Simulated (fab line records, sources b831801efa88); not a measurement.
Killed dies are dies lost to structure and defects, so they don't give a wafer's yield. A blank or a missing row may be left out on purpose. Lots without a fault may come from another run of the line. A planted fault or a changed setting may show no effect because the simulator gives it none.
Which tool did it? | flow sfq_line | 14 lots, 42 wafers sampled, at 3 steps of a route of 325

WHAT THE GAUGES READ, wafer by wafer
SFQ_R5_RS_MEAS_933: measures by four-point-probe.
lot  | measured     | on            | R5_MONX_RS (ohm/sq)
L528 | day 60 23:34 | film_metro-04 | 6.96 6.95 7.09
L530 | day 61 17:35 | film_metro-03 | 7.14 7.04 7.06
L531 | day 61 20:52 | film_metro-02 | 7.07 7.03 7.14
L532 | day 62 21:57 | film_metro-03 | 6.90 7.17 7.07
L534 | day 63 06:58 | film_metro-03 | 7.04 7.20 6.93
L536 | day 68 17:41 | film_metro-04 | 6.97 7.02 7.01
L538 | day 68 21:53 | film_metro-04 | 7.13 7.02 7.11
L540 | day 69 00:51 | film_metro-02 | 7.04 6.95 6.99
L541 | day 69 05:41 | film_metro-04 | 6.88 6.94 6.98
L542 | day 69 11:39 | film_metro-03 | 6.96 7.07 7.00
L546 | day 69 23:40 | film_metro-04 | 7.03 7.02 7.00
L549 | day 70 23:04 | film_metro-03 | 6.98 6.99 6.97
L550 | day 71 01:28 | film_metro-04 | 6.89 6.83 6.87
L551 | day 71 08:38 | film_metro-03 | 7.07 7.13 7.08

SFQ_R5_THK_MEAS_934: measures by xrf.
lot  | measured     | on            | R5_MONX_THK (nm)
L528 | day 60 23:41 | film_metro-04 | 40.8 40.7 40.1
L530 | day 61 17:42 | film_metro-03 | 39.9 40.1 40.1
L531 | day 61 20:58 | film_metro-02 | 40.7 40.6 40.0
L532 | day 62 22:04 | film_metro-03 | 41.2 39.8 40.6
L534 | day 63 07:05 | film_metro-03 | 40.6 39.9 41.2
L536 | day 68 17:47 | film_metro-04 | 40.8 40.4 40.6
L538 | day 68 21:59 | film_metro-04 | 39.9 40.5 39.8
L540 | day 69 00:58 | film_metro-02 | 40.9 41.0 41.0
L541 | day 69 05:47 | film_metro-04 | 41.3 40.7 40.4
L542 | day 69 11:46 | film_metro-03 | 41.5 40.4 41.0
L546 | day 69 23:47 | film_metro-04 | 40.0 40.1 40.4
L549 | day 70 23:11 | film_metro-03 | 41.1 41.2 40.8
L550 | day 71 01:35 | film_metro-04 | 41.3 41.7 41.1
L551 | day 71 08:44 | film_metro-03 | 40.5 40.1 39.9

WHICH TOOL RAN EACH LOT (tool, then ch and the chambers of the sampled wafers, then the start)
lot  | SFQ_TRILAYER_I4_VIA_STRIP_STRIP_107
L528 | rie_metal-04 ch 0,1, day 55 02:01
L530 | rie_metal-02 ch 1, day 55 09:13
L531 | rie_metal-04 ch 0,1, day 55 22:25
L532 | rie_metal-02 ch 0,1, day 56 23:32
L534 | rie_metal-02 ch 0,1, day 57 05:32
L536 | rie_metal-04 ch 0,1, day 58 23:52
L538 | rie_metal-01 ch 0,1, day 59 04:40
L540 | rie_metal-01 ch 0,1, day 59 08:04
L541 | rie_metal-04 ch 0,1, day 59 13:04
L542 | rie_metal-01 ch 0,1, day 59 22:28
L546 | rie_metal-04 ch 0,1, day 60 13:02
L549 | rie_metal-01 ch 1, day 61 22:22
L550 | rie_metal-04 ch 0,1, day 62 00:46
L551 | rie_metal-01 ch 0,1, day 62 06:22
- SFQ_TRILAYER_I4_VIA_STRIP_STRIP_107: strips in O2.

WHAT THE TOOLS THEMSELVES READ (means of the sampled wafers that have a number; where no wafer has one, the mark that the record gives instead)
SFQ_TRILAYER_I4_VIA_STRIP_STRIP_107.
lot  | tool         | drypump_motor_current_A (A) | oes_product_au (a.u.)
L528 | rie_metal-04 | 5.3                         | 1.004
L530 | rie_metal-02 | 5.7                         | 1.000
L531 | rie_metal-04 | 5.3                         | 1.014
L532 | rie_metal-02 | 5.7                         | 0.999
L534 | rie_metal-02 | 5.7                         | 1.002
L536 | rie_metal-04 | 5.5                         | 1.022
L538 | rie_metal-01 | 6.2                         | 1.010
L540 | rie_metal-01 | 6.2                         | 1.023
L541 | rie_metal-04 | 5.5                         | 1.005
L542 | rie_metal-01 | 6.2                         | 1.002
L546 | rie_metal-04 | 5.3                         | 1.000
L549 | rie_metal-01 | 6.3                         | 0.995
L550 | rie_metal-04 | 5.5                         | 1.017
L551 | rie_metal-01 | 6.2                         | 1.016

THE ANSWER, worked out from the rows above alone
Rule: what is usual is taken from the lots themselves. Put in order of their means at a reading, lots are off if they are a third of the lots or fewer, leave a main group of 4 or more, and stand apart from it by a gap of 3 or more times the standard deviation of the main group's means; of several such gaps the widest counts. A main group whose means are all the same, to the digits that the tables above print for the reading, isn't used. A lot without any number at a reading at which 4 lots or more have one is off too. The other lots that the step has rows for count as sound. The gauges are gone through in route order, then the tools' own readings, and for those a lot's mean is taken as printed above. The first step at which some lot is off is used, and at that step the reading that is off furthest; a lot without a number counts as furthest.
No lot is off at any reading shown: from this, nothing can be told.

WHAT THE SIMULATOR HAD PUT IN
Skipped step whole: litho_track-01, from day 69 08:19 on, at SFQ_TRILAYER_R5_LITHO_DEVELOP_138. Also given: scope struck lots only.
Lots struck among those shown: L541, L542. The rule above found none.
